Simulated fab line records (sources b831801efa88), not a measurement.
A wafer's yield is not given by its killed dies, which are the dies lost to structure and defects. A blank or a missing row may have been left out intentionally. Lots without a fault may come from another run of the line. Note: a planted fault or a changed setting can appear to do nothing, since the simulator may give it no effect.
Which tool is to blame? / flow sfq-line / 21 wafers sampled from 7 lots at 1 step of a route of 325

WHAT EACH GAUGE READ, for each wafer
SFQ_M6_OVL_MEAS_940.
lot=L154; measured=day 73 02:19; on=overlay-01; M6_OVL (nm)=2 4 1
lot=L156; measured=day 73 08:46; on=overlay-01; M6_OVL (nm)=11 10 14
lot=L158; measured=day 77 05:53; on=overlay-02; M6_OVL (nm)=-8 1 -2
lot=L160; measured=day 77 22:13; on=overlay-02; M6_OVL (nm)=0 -1 0
lot=L164; measured=day 80 13:11; on=overlay-01; M6_OVL (nm)=7 8 4
lot=L172; measured=day 81 05:32; on=overlay-02; M6_OVL (nm)=1 -8 -5
lot=L175; measured=day 81 09:08; on=overlay-02; M6_OVL (nm)=9 7 12

WHAT TOOL EACH LOT RAN ON (gives the tool, then ch and the chambers of the sampled wafers, and finally the start)
No process step before these readings appears in the record.

THE ANSWER, worked out from the rows above alone
Rule: what is usual is taken from the lots themselves. Put in order of their means at a reading, lots are off if they are a third of the lots or fewer, leave a main group of 4 or more, and stand apart from it by a gap of 3 or more times the standard deviation of the main group's means; of several such gaps the widest counts. If all means in a main group match to the digits the tables above print for the reading, that group is not used. A lot without any number at a reading at which 4 lots or more have one is off too. Any other lot the step has rows for is counted as sound.
Across all readings shown, no lot is off: no conclusion can be drawn from this.

WHAT THE SIMULATOR HAD PUT IN
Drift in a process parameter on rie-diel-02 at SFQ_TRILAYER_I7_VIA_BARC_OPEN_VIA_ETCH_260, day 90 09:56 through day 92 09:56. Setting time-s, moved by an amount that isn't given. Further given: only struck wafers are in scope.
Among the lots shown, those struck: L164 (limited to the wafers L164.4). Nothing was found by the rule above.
